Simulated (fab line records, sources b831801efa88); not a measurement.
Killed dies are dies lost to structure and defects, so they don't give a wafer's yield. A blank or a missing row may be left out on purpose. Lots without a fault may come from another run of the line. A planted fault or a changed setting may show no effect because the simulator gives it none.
fab line records | flow sky130
record lots=5 wafers=15 last_day=50
route steps=708 shown FIELD_ISO@28 NWELL@32 DNWELL@35 PWDE@45
lots that met no fault: from a run of the same line without faults
start_h: hours from the record's first day to the start of the lot's first wafer shown | wait_h: hours since the lot's step before | " the same as in the row above | L1.1+2: a row that stands for several wafers | - no value, or no start given | * or withheld: withheld | < > ~ a bound
route shown NAME@n: a module of which the file shows steps, and the number in the route of the first | usual: mean/standard deviation of fault-free wafers | same: alike in all rows | chamber/n: place in a boat | sites: the reading at each site | _std_site: their standard deviation | _edge_site: outer sites' mean less inner sites' | radius_mm: how far each site lies from the wafer's centre | mask NAME#n: copy n | behind: the tool/chamber that last shaped the wafer | hold: why the lot was held/for how many hours/how that ended | device: the transistor (n, p or np) that didn't switch | end of line: the same wafers' tests at the end of the route | a step without rows: its recipe alone | killed: dies lost to structure and defects at the first sort, not the wafer's yield | map: a wafer's dies, x killed, . not, _ none there
set.NAME: the setting as run; set.NAME@STEP: as run at that earlier step | model.NAME: the simulator's own value behind a step, which no gauge read
lots at some steps of the route; a table a step, a row a wafer
services: from which hour (start_h, from the record's first day; less than 0 if before it) a tool's chamber was out of use, for how many hours, and why
## steps
# step SKY_FIELD_ISO_CMP_27
# recipe stop_on=Si3N4 t_overpolish_s=16 down_force_psi=4 platen_rpm=60 target_thk_nm=457.8 pad_velocity_m_s=0.94248
# usual motor_current_A=11.2/0.7 overpolish_run_s=16.000/0.0093 slurry_flow_ml_min=150.1/0.5 time_to_endpoint_s=109/3.8
# columns lot.wafer tool chamber start_h wait_h motor_current_A overpolish_run_s slurry_flow_ml_min time_to_endpoint_s
L076.1 cmp-01 1 47.76 0.1 12.3 15.992 149.4 105
L076.2 " 3 " " 11.7 16.004 149.5 109
L076.5 " 1 " " 12.1 15.986 150.7 107
L081.1 cmp-02 0 71.85 0.1 10.5 16.007 150.8 116
L081.4 " 1 " " 11.0 15.988 150.3 106
L081.3 " 2 " " 10.5 16.011 149.8 112
L088.4 cmp-02 3 106.19 0.1 10.5 16.016 150.6 109
L088.6 " 2 " " 10.7 15.994 149.6 109
L088.5 " 3 " " 10.2 15.986 150.0 107
L093.3 cmp-01 2 131.70 0.1 11.1 15.997 150.4 110
L093.4 " 3 " " 12.0 16.005 149.5 112
L093.5 " 1 " " 12.2 16.010 148.9 105
L096.1 cmp-02 0 149.50 0.1 10.6 15.995 150.1 112
L096.2 " 1 " " 11.5 15.994 149.1 107
L096.5 " 3 " " 10.0 15.987 149.8 113
# step SKY_FIELD_ISO_WET_ETCH_28
# recipe chemistry=dHF target_depth_nm=23.7 target=SiO2 dilution=10:1 temp_c=25 time_s=47
# columns lot.wafer tool chamber start_h wait_h
L076.1+2+5 wet_bench-01 0 48.01 0.2
L081.1+3+4 wet_bench-02 0 72.10 0.2
L088.4+5+6 wet_bench-02 0 106.44 0.2
L093.3+4+5 wet_bench-02 1 131.95 0.2
L096.1+2+5 wet_bench-01 0 149.75 0.2
# step SKY_FIELD_ISO_WET_ETCH_29
# recipe chemistry=H3PO4 target_depth_nm=160 target=Si3N4 temp_c=160 time_s=1825
# columns lot.wafer tool chamber start_h wait_h
L076.1+2+5 wet_bench-02 3 48.03 0.0
L081.1+3+4 wet_bench-01 2 72.13 0.0
L088.4+5+6 wet_bench-01 1 106.46 0.0
L093.3+4+5 wet_bench-01 1 131.97 0.0
L096.1+2+5 wet_bench-04 1 149.77 0.0
# step SKY_FIELD_ISO_WET_ETCH_30
# recipe chemistry=dHF target_depth_nm=25 target=SiO2 dilution=10:1 temp_c=25 time_s=50
# columns lot.wafer tool chamber start_h wait_h
L076.1+2+5 wet_bench-04 1 48.55 0.0
L081.1+3+4 wet_bench-02 1 72.64 0.0
L088.4+5+6 wet_bench-04 2 106.97 0.0
L093.3+4+5 wet_bench-02 1 132.49 0.0
L096.1+2+5 wet_bench-02 0 150.33 0.0
# step SKY_NWELL_CLEAN_00
# recipe chemistry=SC1/SC2 mix=1:4:20 temp_c=70 time_s=150 dry=n2_spin
# columns lot.wafer tool chamber start_h wait_h
L076.1+2+5 wet_bench-01 2 48.57 0.0
L081.1+3+4 wet_bench-01 0 72.67 0.0
L088.4+5+6 wet_bench-02 0 106.99 0.0
L093.3+4+5 wet_bench-04 3 132.51 0.0
L096.1+2+5 wet_bench-01 2 150.35 0.0
# step SKY_NWELL_OXIDATION_01
# recipe temp_c=900 ambient=O2 stabilise_s=600 purge_s=300 target_thk_a=100 ox_time_s=1418
# usual zone_power_bottom_pct=27.0/1.1 zone_power_lower_pct=16.4/0.66
# same purge_s=300 stabilise_s=600
# columns lot.wafer tool chamber start_h wait_h zone_power_bottom_pct zone_power_lower_pct
L076.1 furnace-01 0 50.57 1.9 28.6 17.4
L076.2 " 0 " " 28.4 17.1
L076.5 " 0 " " 28.7 17.2
L081.1 furnace-01 0 73.72 1.0 28.4 17.4
L081.3 " 0 " " 28.4 17.3
L081.4 " 0 " " 28.9 17.1
L088.4 furnace-02 0 108.54 1.5 26.3 15.9
L088.5 " 0 " " 26.2 15.9
L088.6 " 0 " " 26.2 15.7
L093.3 furnace-02 0 132.56 0.0 26.0 15.9
L093.4 " 0 " " 25.9 16.2
L093.5 " 0 " " 26.4 16.1
L096.1 furnace-02 0 150.98 0.6 26.3 15.9
L096.2 " 0 " " 26.2 15.8
L096.5 " 0 " " 26.5 16.0
# step SKY_NWELL_THK_MEAS_02
# recipe reads=SiO2_of_NWELL_OXIDATION_01
# usual NWELL_OXIDATION_THK=9.85/0.18
# columns lot.wafer tool chamber start_h wait_h NWELL_OXIDATION_THK[nm]
L076.1 film_metro-04 - 51.96 0.0 9.95
L076.2 " - " " 9.81
L076.5 " - " " 10.01
L081.1 film_metro-04 - 75.11 0.0 9.99
L081.3 " - " " 9.65
L081.4 " - " " 9.72
L088.4 film_metro-03 - 109.96 0.0 9.68
L088.5 " - " " 9.78
L088.6 " - " " 9.81
L093.3 film_metro-03 - 133.97 0.0 9.84
L093.4 " - " " 9.98
L093.5 " - " " 9.98
L096.1 film_metro-03 - 152.37 0.0 9.82
L096.2 " - " " 9.95
L096.5 " - " " 9.81
# step SKY_DNWELL_DEHYDRATE_00
# recipe temp_c=200 time_s=60
# columns lot.wafer tool chamber start_h wait_h
L076.1+2+5 litho_track-04 0 59.19 7.2
L081.1+3+4 litho_track-04 0 83.04 7.9
L088.4+5+6 litho_track-04 0 118.82 8.8
L093.3+4+5 litho_track-02 0 143.32 9.3
L096.1+2+5 litho_track-01 0 161.89 9.5
# step SKY_DNWELL_HMDS_01
# recipe prime_time_s=60 prime_temp_c=120
# same prime_time_s=60
# columns lot.wafer tool chamber start_h wait_h
L076.1+2+5 litho_track-04 0 59.34 0.1
L081.1+3+4 litho_track-04 0 83.19 0.1
L088.4+5+6 litho_track-04 0 118.97 0.1
L093.3+4+5 litho_track-02 0 143.47 0.1
L096.1+2+5 litho_track-01 0 162.04 0.1
# step SKY_DNWELL_COAT_02
# recipe spin_rpm=2000 resist_thk_nm=3000
# columns lot.wafer tool chamber start_h wait_h
L076.1+2+5 litho_track-04 0 59.49 0.1
L081.1+3+4 litho_track-04 0 83.34 0.1
L088.4+5+6 litho_track-04 0 119.12 0.1
L093.3+4+5 litho_track-02 0 143.62 0.1
L096.1+2+5 litho_track-01 0 162.19 0.1
# step SKY_DNWELL_SOFTBAKE_03
# recipe temp_c=110 time_s=withheld
# columns lot.wafer tool chamber start_h wait_h
L076.1+2+5 litho_track-04 0 59.64 0.1
L081.1+3+4 litho_track-04 0 83.49 0.1
L088.4+5+6 litho_track-04 0 119.29 0.1
L093.3+4+5 litho_track-02 0 143.79 0.1
L096.1+2+5 litho_track-01 0 162.34 0.1
# step SKY_DNWELL_EXPOSE_04
# recipe mask_id=DNM na=0.57 target_cd_nm=3000 dose_mj=222
# columns lot.wafer tool chamber start_h wait_h mask
L076.1+2+5 iline_stepper-02 0 - - DNM#0
L081.1+3+4 iline_stepper-01 0 - - DNM#0
L088.4+5+6 iline_stepper-01 0 - - DNM#0
L093.3+4+5 iline_stepper-01 0 - - DNM#0
L096.1+2+5 iline_stepper-02 0 - - DNM#0
# step SKY_DNWELL_PEB_05
# recipe temp_c=115 time_s=withheld
# columns lot.wafer tool chamber start_h wait_h
L076.1+2+5 litho_track-02 0 - -
L081.1+3+4 litho_track-01 0 - -
L088.4+5+6 litho_track-01 0 - -
L093.3+4+5 litho_track-04 0 - -
L096.1+2+5 litho_track-04 0 - -
# step SKY_DNWELL_DEVELOP_06
# recipe wall_angle_deg=90 developer=TMAH develop_time_s=60 dev_temp_c=23
# columns lot.wafer tool chamber start_h wait_h
L076.1+2+5 litho_track-02 0 - -
L081.1+3+4 litho_track-01 0 - -
L088.4+5+6 litho_track-01 0 - -
L093.3+4+5 litho_track-04 0 - -
L096.1+2+5 litho_track-04 0 - -
# step SKY_DNWELL_IMPLANT_07
# recipe species=P energy_kev=withheld dose_cm2=withheld tilt_deg=withheld
# columns lot.wafer tool chamber start_h wait_h
L076.1+2+5 implanter-03 0 67.97 -
L081.1+3+4 implanter-03 0 92.04 -
L088.4+5+6 implanter-01 0 128.47 -
L093.3+4+5 implanter-01 0 153.74 -
L096.1+2+5 implanter-04 0 172.34 -
# step SKY_DNWELL_STRIP_08
# recipe chemistry=O2/N2 power_w=1400 pressure_mtorr=1500 platen_temp_c=withheld o2_flow_sccm=3000 n2_flow_sccm=300 overash_fraction=0.5
# usual drypump_motor_current_A=5.81/0.25 oes_product_au=0.723/0.005 strip_time_to_endpoint_s=36.91/0.098
# columns lot.wafer tool chamber start_h wait_h drypump_motor_current_A oes_product_au rf_hours_counter_h strip_time_to_endpoint_s
L076.1 plasma_asher-04 0 68.12 0.1 5.71 0.720 37 36.96
L076.2 " 1 " " 5.86 0.719 37 36.98
L076.5 " 0 " " 5.68 0.721 - 36.96
L081.1 plasma_asher-04 1 92.19 0.1 5.85 0.730 40 36.83
L081.3 " 0 " " 5.67 0.715 - 36.79
L081.4 " 1 " " 5.84 0.720 - 36.82
L088.4 plasma_asher-04 1 128.57 0.1 5.85 0.725 - 37.01
L088.5 " 0 " " 5.69 0.721 - 36.86
L088.6 " 1 " " 5.86 0.721 - 36.94
L093.3 plasma_asher-03 0 153.87 0.1 5.93 0.723 - 36.89
L093.4 " 1 " " 6.19 0.720 - 36.87
L093.5 " 0 " " 5.95 0.726 - 36.85
L096.1 plasma_asher-04 1 172.49 0.1 5.85 0.722 4 36.69
L096.2 " 0 " " 5.69 0.728 4 36.85
L096.5 " 0 " " 5.71 0.715 - 36.75
# step SKY_DNWELL_TW_MEAS_09
# usual DNWELL_TW=1115/8
# columns lot.wafer tool chamber start_h wait_h DNWELL_TW
L076.1 film_metro-02 - 68.22 0.1 1116
L076.2 " - " " 1110
L076.5 " - " " 1122
L081.1 film_metro-04 - 92.29 0.1 1107
L081.3 " - " " 1106
L081.4 " - " " 1104
L088.4 film_metro-02 - 128.67 0.1 1103
L088.5 " - " " 1111
L088.6 " - " " 1114
L093.3 film_metro-03 - 153.96 0.1 1115
L093.4 " - " " 1114
L093.5 " - " " 1112
L096.1 film_metro-03 - 172.59 0.1 1105
L096.2 " - " " 1114
L096.5 " - " " 1111
# step SKY_PWDE_DEHYDRATE_00
# recipe temp_c=200 time_s=60
# columns lot.wafer tool chamber start_h wait_h
L076.1+2+5 litho_track-02 0 76.07 7.8
L081.1+3+4 litho_track-02 0 100.57 8.3
L088.4+5+6 litho_track-02 0 138.30 9.6
L093.3+4+5 litho_track-03 0 163.02 9.1
L096.1+2+5 litho_track-03 0 182.42 9.8
# step SKY_PWDE_HMDS_01
# recipe prime_time_s=60 prime_temp_c=120
# same prime_time_s=60
# columns lot.wafer tool chamber start_h wait_h
L076.1+2+5 litho_track-02 0 76.22 0.1
L081.1+3+4 litho_track-02 0 100.72 0.1
L088.4+5+6 litho_track-02 0 138.45 0.1
L093.3+4+5 litho_track-03 0 163.17 0.1
L096.1+2+5 litho_track-03 0 182.57 0.1
# step SKY_PWDE_COAT_02
# recipe spin_rpm=2000 resist_thk_nm=3000
# columns lot.wafer tool chamber start_h wait_h
L076.1+2+5 litho_track-02 0 76.37 0.1
L081.1+3+4 litho_track-02 0 100.87 0.1
L088.4+5+6 litho_track-02 0 138.60 0.1
L093.3+4+5 litho_track-03 0 163.32 0.1
L096.1+2+5 litho_track-03 0 182.72 0.1
# step SKY_PWDE_SOFTBAKE_03
# recipe temp_c=110 time_s=withheld
# columns lot.wafer tool chamber start_h wait_h
L076.1+2+5 litho_track-02 0 76.52 0.1
L081.1+3+4 litho_track-02 0 101.02 0.1
L088.4+5+6 litho_track-02 0 138.77 0.1
L093.3+4+5 litho_track-03 0 163.49 0.1
L096.1+2+5 litho_track-03 0 182.87 0.1
# step SKY_PWDE_EXPOSE_04
# recipe mask_id=PWDEM na=0.6 source_shape=conventional sigma_outer=0.6 polarization=unpolarized target_cd_nm=840 dose_mj=214
# columns lot.wafer tool chamber start_h wait_h mask
L076.1+2+5 iline_stepper-02 0 - - PWDEM#0
L081.1+3+4 iline_stepper-01 0 - - PWDEM#0
L088.4+5+6 iline_stepper-01 0 - - PWDEM#0
L093.3+4+5 iline_stepper-01 0 - - PWDEM#0
L096.1+2+5 iline_stepper-02 0 - - PWDEM#0
# step SKY_PWDE_PEB_05
# recipe temp_c=115 time_s=withheld
# columns lot.wafer tool chamber start_h wait_h
L076.1+2+5 litho_track-03 0 - -
L081.1+3+4 litho_track-03 0 - -
L088.4+5+6 litho_track-04 0 - -
L093.3+4+5 litho_track-02 0 - -
L096.1+2+5 litho_track-02 0 - -
# step SKY_PWDE_DEVELOP_06
# recipe wall_angle_deg=90 developer=TMAH develop_time_s=60 dev_temp_c=23
# columns lot.wafer tool chamber start_h wait_h
L076.1+2+5 litho_track-03 0 - -
L081.1+3+4 litho_track-03 0 - -
L088.4+5+6 litho_track-04 0 - -
L093.3+4+5 litho_track-02 0 - -
L096.1+2+5 litho_track-02 0 - -
# step SKY_PWDE_OVL_MEAS_07
# usual PWDE_OVL=-0.2/1.2
# columns lot.wafer tool chamber start_h wait_h PWDE_OVL[nm]
L076.1 overlay-01 - 84.97 - 0.3
L076.2 " - " " 3.0
L076.5 " - " " -0.1
L081.1 overlay-02 - 110.12 - 0.0
L081.3 " - " " 1.1
L081.4 " - " " 1.3
L088.4 overlay-01 - 148.26 - -0.3
L088.5 " - " " 0.0
L088.6 " - " " -1.2
L093.3 overlay-01 - 173.69 - -0.6
L093.4 " - " " -1.2
L093.5 " - " " 0.6
L096.1 overlay-02 - 193.12 - -0.7
L096.2 " - " " 0.5
L096.5 " - " " 0.1
# step SKY_PWDE_IMPLANT_08
# recipe species=B energy_kev=150 dose_cm2=3.6e+12 tilt_deg=withheld
# usual faraday_current_uA=20.3/0.38
# columns lot.wafer tool chamber start_h wait_h faraday_current_uA
L076.1 implanter-03 0 85.01 0.0 20.0
L076.2 " 0 " " 20.2
L076.5 " 0 " " 20.5
L081.1 implanter-03 0 110.16 0.0 20.8
L081.3 " 0 " " 20.7
L081.4 " 0 " " 19.5
L088.4 implanter-01 0 148.35 0.1 19.5
L088.5 " 0 " " 20.9
L088.6 " 0 " " 20.5
L093.3 implanter-03 0 173.76 0.1 20.5
L093.4 " 0 " " 20.1
L093.5 " 0 " " 20.2
L096.1 implanter-01 0 193.16 0.0 19.7
L096.2 " 0 " " 20.8
L096.5 " 0 " " 19.5
# step SKY_PWDE_STRIP_09
# recipe chemistry=O2/N2 power_w=1400 pressure_mtorr=1500 platen_temp_c=withheld o2_flow_sccm=3000 n2_flow_sccm=300 overash_fraction=0.5
# usual drypump_motor_current_A=5.86/0.25 oes_product_au=0.723/0.0043 strip_time_to_endpoint_s=36.87/0.1
# columns lot.wafer tool chamber start_h wait_h drypump_motor_current_A oes_product_au rf_hours_counter_h strip_time_to_endpoint_s
L076.1 plasma_asher-04 0 85.16 0.1 5.73 0.715 39 36.63
L076.2 " 1 " " 5.86 0.722 39 36.81
L076.5 " 0 " " 5.74 0.720 - 36.81
L081.1 plasma_asher-03 1 110.31 0.1 6.23 0.718 30 36.73
L081.3 " 0 " " 5.96 0.722 - 36.70
L081.4 " 1 " " 6.24 0.730 - 36.71
L088.4 plasma_asher-04 0 148.46 0.1 5.71 0.718 - 36.91
L088.5 " 0 " " 5.69 0.723 - 36.96
L088.6 " 1 " " 5.85 0.726 - 36.91
L093.3 plasma_asher-01 0 173.89 0.1 5.43 0.724 - 36.85
L093.4 " 1 " " 5.99 0.729 - 36.95
L093.5 " 0 " " 5.41 0.722 - 36.93
L096.1 plasma_asher-04 1 193.31 0.1 5.87 0.717 6 36.94
L096.2 " 0 " " 5.68 0.718 6 37.10
L096.5 " 0 " " 5.68 0.723 - 37.02
# step SKY_PWDE_TW_MEAS_10
# usual PWDE_TW=375.1/2.1
# columns lot.wafer tool chamber start_h wait_h PWDE_TW
L076.1 film_metro-02 - 85.26 0.1 374.6
L076.2 " - " " 375.1
L076.5 " - " " 376.5
L081.1 film_metro-03 - 110.41 0.1 375.5
L081.3 " - " " 375.0
L081.4 " - " " 376.4
L088.4 film_metro-02 - 148.56 0.1 375.3
L088.5 " - " " 375.5
L088.6 " - " " 374.9
L093.3 film_metro-03 - 173.98 0.1 376.9
L093.4 " - " " 375.7
L093.5 " - " " 376.0
L096.1 film_metro-04 - 193.41 0.1 370.7
L096.2 " - " " 371.3
L096.5 " - " " 372.3
# step SKY_NWELL_DEHYDRATE_03
# recipe temp_c=200 time_s=60
# columns lot.wafer tool chamber start_h wait_h
L076.1+2+5 litho_track-01 0 92.94 7.7
L081.1+3+4 litho_track-03 0 118.97 8.6
L088.4+5+6 litho_track-04 0 158.12 9.5
L093.3+4+5 litho_track-04 0 183.94 9.9
L096.1+2+5 litho_track-03 0 202.82 9.4
# step SKY_NWELL_HMDS_04
# recipe prime_time_s=60 prime_temp_c=120
# same prime_time_s=60
# columns lot.wafer tool chamber start_h wait_h
L076.1+2+5 litho_track-01 0 93.09 0.1
L081.1+3+4 litho_track-03 0 119.12 0.1
L088.4+5+6 litho_track-04 0 158.27 0.1
L093.3+4+5 litho_track-04 0 184.09 0.1
L096.1+2+5 litho_track-03 0 202.97 0.1
# step SKY_NWELL_COAT_05
# recipe spin_rpm=2000 resist_thk_nm=3000
# columns lot.wafer tool chamber start_h wait_h
L076.1+2+5 litho_track-01 0 93.24 0.1
L081.1+3+4 litho_track-03 0 119.27 0.1
L088.4+5+6 litho_track-04 0 158.42 0.1
L093.3+4+5 litho_track-04 0 184.24 0.1
L096.1+2+5 litho_track-03 0 203.12 0.1
# step SKY_NWELL_SOFTBAKE_06
# recipe temp_c=110 time_s=withheld
# columns lot.wafer tool chamber start_h wait_h
L076.1+2+5 litho_track-01 0 93.39 0.1
L081.1+3+4 litho_track-03 0 119.42 0.1
L088.4+5+6 litho_track-04 0 158.59 0.1
L093.3+4+5 litho_track-04 0 184.41 0.1
L096.1+2+5 litho_track-03 0 203.27 0.1
# step SKY_NWELL_EXPOSE_07
# recipe mask_id=NWM na=0.6 source_shape=conventional sigma_outer=0.6 polarization=unpolarized target_cd_nm=840 dose_mj=255
# columns lot.wafer tool chamber start_h wait_h mask
L076.1+2+5 iline_stepper-01 0 - - NWM#0
L081.1+3+4 iline_stepper-02 0 - - NWM#0
L088.4+5+6 iline_stepper-02 0 - - NWM#0
L093.3+4+5 iline_stepper-02 0 - - NWM#0
L096.1+2+5 iline_stepper-01 0 - - NWM#0
# step SKY_NWELL_PEB_08
# recipe temp_c=115 time_s=withheld
# columns lot.wafer tool chamber start_h wait_h
L076.1+2+5 litho_track-04 0 - -
L081.1+3+4 litho_track-04 0 - -
L088.4+5+6 litho_track-04 0 - -
L093.3+4+5 litho_track-03 0 - -
L096.1+2+5 litho_track-04 0 - -
# step SKY_NWELL_DEVELOP_09
# recipe wall_angle_deg=90 developer=TMAH develop_time_s=60 dev_temp_c=23
# columns lot.wafer tool chamber start_h wait_h
L076.1+2+5 litho_track-04 0 - -
L081.1+3+4 litho_track-04 0 - -
L088.4+5+6 litho_track-04 0 - -
L093.3+4+5 litho_track-03 0 - -
L096.1+2+5 litho_track-04 0 - -
# step SKY_NWELL_OVL_MEAS_10
# usual NWELL_00_OVL=0.0/1.2
# columns lot.wafer tool chamber start_h wait_h NWELL_00_OVL[nm]
L076.1 overlay-01 - 102.19 - -0.9
L076.2 " - " " -1.9
L076.5 " - " " -0.8
L081.1 overlay-02 - 129.14 - -0.4
L081.3 " - " " -0.1
L081.4 " - " " 0.3
L088.4 overlay-02 - 168.11 - 0.3
L088.5 " - " " -0.1
L088.6 " - " " -0.7
L093.3 overlay-02 - 197.89 - 1.8
L093.4 " - " " 0.8
L093.5 " - " " 2.9
L096.1 overlay-02 - 213.74 - -0.9
L096.2 " - " " -1.2
L096.5 " - " " -1.9
# step SKY_NWELL_IMPLANT_11
# recipe species=P energy_kev=400 dose_cm2=1.9e+13 tilt_deg=withheld
# usual faraday_current_uA=107.0/2.1
# columns lot.wafer tool chamber start_h wait_h faraday_current_uA
L076.1 implanter-01 0 102.23 0.0 106.2
L076.2 " 0 " " 106.8
L076.5 " 0 " " 108.3
L081.1 implanter-02 0 129.18 0.0 105.4
L081.3 " 0 " " 104.4
L081.4 " 0 " " 107.8
L088.4 implanter-02 0 168.20 0.1 103.4
L088.5 " 0 " " 106.9
L088.6 " 0 " " 108.3
L093.3 implanter-01 0 197.96 0.1 106.7
L093.4 " 0 " " 109.3
L093.5 " 0 " " 106.1
L096.1 implanter-02 0 213.78 0.0 106.0
L096.2 " 0 " " 106.1
L096.5 " 0 " " 106.2
# step SKY_NWELL_IMPLANT_12
# recipe species=P energy_kev=120 dose_cm2=1.3e+12 tilt_deg=withheld
# usual faraday_current_uA=7.34/0.14
# columns lot.wafer tool chamber start_h wait_h faraday_current_uA
L076.1 implanter-01 0 102.38 0.1 7.45
L076.2 " 0 " " 7.56
L076.5 " 0 " " 7.33
L081.1 implanter-02 0 129.33 0.1 7.29
L081.3 " 0 " " 7.58
L081.4 " 0 " " 7.15
L088.4 implanter-02 0 168.35 0.1 7.42
L088.5 " 0 " " 7.05
L088.6 " 0 " " 7.42
L093.3 implanter-01 0 198.11 0.1 7.40
L093.4 " 0 " " 7.27
L093.5 " 0 " " 7.38
L096.1 implanter-02 0 213.93 0.1 7.49
L096.2 " 0 " " 7.46
L096.5 " 0 " " 7.32
# step SKY_NWELL_IMPLANT_13
# recipe species=P energy_kev=50 dose_cm2=7e+11 tilt_deg=withheld
# usual faraday_current_uA=3.94/0.083
# columns lot.wafer tool chamber start_h wait_h faraday_current_uA
L076.1 implanter-01 0 102.53 0.1 3.98
L076.2 " 0 " " 4.23
L076.5 " 0 " " 4.02
L081.1 implanter-02 0 129.48 0.1 3.89
L081.3 " 0 " " 3.89
L081.4 " 0 " " 3.88
L088.4 implanter-02 0 168.50 0.1 4.09
L088.5 " 0 " " 4.02
L088.6 " 0 " " 3.99
L093.3 implanter-01 0 198.26 0.1 4.00
L093.4 " 0 " " 3.91
L093.5 " 0 " " 3.89
L096.1 implanter-02 0 214.08 0.1 3.93
L096.2 " 0 " " 3.92
L096.5 " 0 " " 3.99
# step SKY_NWELL_STRIP_14
# recipe chemistry=O2/N2 power_w=1400 pressure_mtorr=1500 platen_temp_c=withheld o2_flow_sccm=3000 n2_flow_sccm=300 overash_fraction=0.5
# usual drypump_motor_current_A=5.92/0.29 oes_product_au=0.723/0.0048 strip_time_to_endpoint_s=36.92/0.1
# columns lot.wafer tool chamber start_h wait_h drypump_motor_current_A oes_product_au rf_hours_counter_h strip_time_to_endpoint_s
L076.1 plasma_asher-03 1 102.68 0.1 6.24 0.721 29 37.01
L076.2 " 0 " " 5.99 0.719 29 37.01
L076.5 " 0 " " 5.99 0.717 - 36.98
L081.1 plasma_asher-03 1 129.63 0.1 6.21 0.721 32 37.01
L081.3 " 1 " " 6.21 0.725 - 37.05
L081.4 " 0 " " 5.97 0.725 - 36.87
L088.4 plasma_asher-03 0 168.61 0.1 5.96 0.729 - 37.12
L088.5 " 0 " " 5.93 0.730 - 37.14
L088.6 " 1 " " 6.22 0.722 - 37.07
L093.3 plasma_asher-03 1 198.39 0.1 6.20 0.729 - 36.74
L093.4 " 0 " " 6.01 0.721 - 36.91
L093.5 " 1 " " 6.21 0.716 - 36.84
L096.1 plasma_asher-01 0 214.23 0.1 5.44 0.723 51 36.86
L096.2 " 1 " " 6.01 0.717 51 36.83
L096.5 " 1 " " 6.00 0.711 - 36.95
# step SKY_NWELL_TW_MEAS_15
# usual NWELL_TW=1826/8.3
# columns lot.wafer tool chamber start_h wait_h NWELL_TW
L076.1 film_metro-04 - 102.78 0.1 1817
L076.2 " - " " 1831
L076.5 " - " " 1815
L081.1 film_metro-03 - 129.73 0.1 1831
L081.3 " - " " 1830
L081.4 " - " " 1824
L088.4 film_metro-03 - 168.71 0.1 1821
L088.5 " - " " 1822
L088.6 " - " " 1829
L093.3 film_metro-02 - 198.48 0.1 1831
L093.4 " - " " 1823
L093.5 " - " " 1830
L096.1 film_metro-02 - 214.33 0.1 1828
L096.2 " - " " 1819
L096.5 " - " " 1833
# step SKY_NWELL_DEHYDRATE_16
# recipe temp_c=200 time_s=60
# columns lot.wafer tool chamber start_h wait_h
L076.1+2+5 litho_track-04 0 111.14 8.4
L081.1+3+4 litho_track-03 0 138.92 9.2
L088.4+5+6 litho_track-01 0 178.62 9.9
L093.3+4+5 litho_track-01 0 206.99 8.5
L096.1+2+5 litho_track-04 0 224.34 10.0
# step SKY_NWELL_HMDS_17
# recipe prime_time_s=60 prime_temp_c=120
# same prime_time_s=60
# columns lot.wafer tool chamber start_h wait_h
L076.1+2+5 litho_track-04 0 111.29 0.1
L081.1+3+4 litho_track-03 0 139.07 0.1
L088.4+5+6 litho_track-01 0 178.77 0.1
L093.3+4+5 litho_track-01 0 207.14 0.1
L096.1+2+5 litho_track-04 0 224.49 0.1
# step SKY_NWELL_COAT_18
# recipe spin_rpm=2000 resist_thk_nm=3000
# columns lot.wafer tool chamber start_h wait_h
L076.1+2+5 litho_track-04 0 111.44 0.1
L081.1+3+4 litho_track-03 0 139.22 0.1
L088.4+5+6 litho_track-01 0 178.92 0.1
L093.3+4+5 litho_track-01 0 207.29 0.1
L096.1+2+5 litho_track-04 0 224.64 0.1
# step SKY_NWELL_SOFTBAKE_19
# recipe temp_c=110 time_s=withheld
# columns lot.wafer tool chamber start_h wait_h
L076.1+2+5 litho_track-04 0 111.59 0.1
L081.1+3+4 litho_track-03 0 139.37 0.1
L088.4+5+6 litho_track-01 0 179.09 0.1
L093.3+4+5 litho_track-01 0 207.46 0.1
L096.1+2+5 litho_track-04 0 224.79 0.1
# step SKY_NWELL_EXPOSE_20
# recipe mask_id=NWM_COMPLEMENT na=0.6 source_shape=conventional sigma_outer=0.6 polarization=unpolarized target_cd_nm=840 dose_mj=260
# columns lot.wafer tool chamber start_h wait_h mask
L076.1+2+5 iline_stepper-01 0 - - NWM_COMPLEMENT#0
L081.1+3+4 iline_stepper-02 0 - - NWM_COMPLEMENT#0
L088.4+5+6 iline_stepper-01 0 - - NWM_COMPLEMENT#0
L093.3+4+5 iline_stepper-01 0 - - NWM_COMPLEMENT#0
L096.1+2+5 iline_stepper-02 0 - - NWM_COMPLEMENT#0
# step SKY_NWELL_PEB_21
# recipe temp_c=115 time_s=withheld
# columns lot.wafer tool chamber start_h wait_h
L076.1+2+5 litho_track-04 0 - -
L081.1+3+4 litho_track-03 0 - -
L088.4+5+6 litho_track-03 0 - -
L093.3+4+5 litho_track-03 0 - -
L096.1+2+5 litho_track-01 0 - -
# step SKY_NWELL_DEVELOP_22
# recipe wall_angle_deg=90 developer=TMAH develop_time_s=60 dev_temp_c=23
# columns lot.wafer tool chamber start_h wait_h
L076.1+2+5 litho_track-04 0 - -
L081.1+3+4 litho_track-03 0 - -
L088.4+5+6 litho_track-03 0 - -
L093.3+4+5 litho_track-03 0 - -
L096.1+2+5 litho_track-01 0 - -
# step SKY_NWELL_OVL_MEAS_23
# usual NWELL_01_OVL=0.6/1.3
# columns lot.wafer tool chamber start_h wait_h NWELL_01_OVL[nm]
L076.1 overlay-01 - 121.19 - 0.5
L076.2 " - " " 1.4
L076.5 " - " " 1.4
L081.1 overlay-02 - 149.22 - 0.7
L081.3 " - " " -0.2
L081.4 " - " " 1.8
L088.4 overlay-02 - 189.49 - 2.0
L088.5 " - " " 1.6
L088.6 " - " " 0.6
L093.3 overlay-02 - 218.94 - 1.4
L093.4 " - " " 1.5
L093.5 " - " " 2.4
L096.1 overlay-01 - 235.89 - -0.8
L096.2 " - " " 0.0
L096.5 " - " " -0.7
## services
# columns tool chamber start_h hours kind
implanter-01 - 27.43 0.6 repair
implanter-03 - 28.09 1.5 repair
wet_bench-02 - 32.63 0.5 repair
implanter-03 - 32.98 6.1 pm
implanter-03 - 39.08 4.3 pm
implanter-01 - 58.17 6.9 repair
cmp-02 - 64.00 4.0 pm
cmp-02 - 89.61 1.0 repair
implanter-03 - 100.86 3.1 pm
plasma_asher-04 - 108.81 9.0 pm
implanter-01 - 111.53 1.2 repair
cmp-02 - 132.49 0.9 repair
iline_stepper-02 - 141.61 2.1 pm
implanter-03 - 147.37 5.5 repair
wet_bench-04 - 158.00 3.0 repair
plasma_asher-04 - 164.77 7.4 repair
iline_stepper-02 - 178.83 1.7 pm
implanter-03 - 190.62 6.8 repair
implanter-02 - 191.00 2.5 repair
implanter-02 - 193.45 13.3 pm
iline_stepper-01 - 199.49 1.7 pm
iline_stepper-01 - 211.92 2.1 pm
wet_bench-01 - 234.75 1.3 repair
implanter-02 - 235.15 3.5 pm
## key
fault none
